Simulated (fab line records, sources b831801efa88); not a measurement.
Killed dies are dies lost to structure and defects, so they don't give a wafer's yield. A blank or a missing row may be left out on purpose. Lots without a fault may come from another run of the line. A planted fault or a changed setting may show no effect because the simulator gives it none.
Which tool did it? | flow gf180mcu | 7 lots, 21 wafers sampled, at 1 step of a route of 602

WHAT THE GAUGES READ, wafer by wafer
GF_M4_RS_MEAS_05: measures by four-point-probe.
lot  | measured     | on            | M4_ALCU_RS (ohm/sq)
L304 | day 22 20:02 | film_metro-01 | 0.0683 0.0688 0.0690
L306 | day 24 04:01 | film_metro-01 | 0.0688 0.0703 0.0686
L310 | day 25 23:30 | film_metro-01 | 0.0700 0.0702 0.0705
L316 | day 27 01:09 | film_metro-01 | 0.0703 0.0690 0.0697
L318 | day 27 21:20 | film_metro-01 | 0.0692 0.0700 0.0695
L323 | day 28 19:40 | film_metro-02 | 0.0702 0.0704 0.0691
L325 | day 29 09:44 | film_metro-04 | 0.0694 0.0702 0.0696

WHICH TOOL RAN EACH LOT (tool, then ch and the chambers of the sampled wafers, then the start)
The record holds no process step before these readings.

THE ANSWER, worked out from the rows above alone
Rule: what is usual is taken from the lots themselves. Put in order of their means at a reading, lots are off if they are a third of the lots or fewer, leave a main group of 4 or more, and stand apart from it by a gap of 3 or more times the standard deviation of the main group's means; of several such gaps the widest counts. A main group whose means are all the same, to the digits that the tables above print for the reading, isn't used. A lot without any number at a reading at which 4 lots or more have one is off too. The other lots that the step has rows for count as sound.
No lot is off at any reading shown: from this, nothing can be told.

WHAT THE SIMULATOR HAD PUT IN
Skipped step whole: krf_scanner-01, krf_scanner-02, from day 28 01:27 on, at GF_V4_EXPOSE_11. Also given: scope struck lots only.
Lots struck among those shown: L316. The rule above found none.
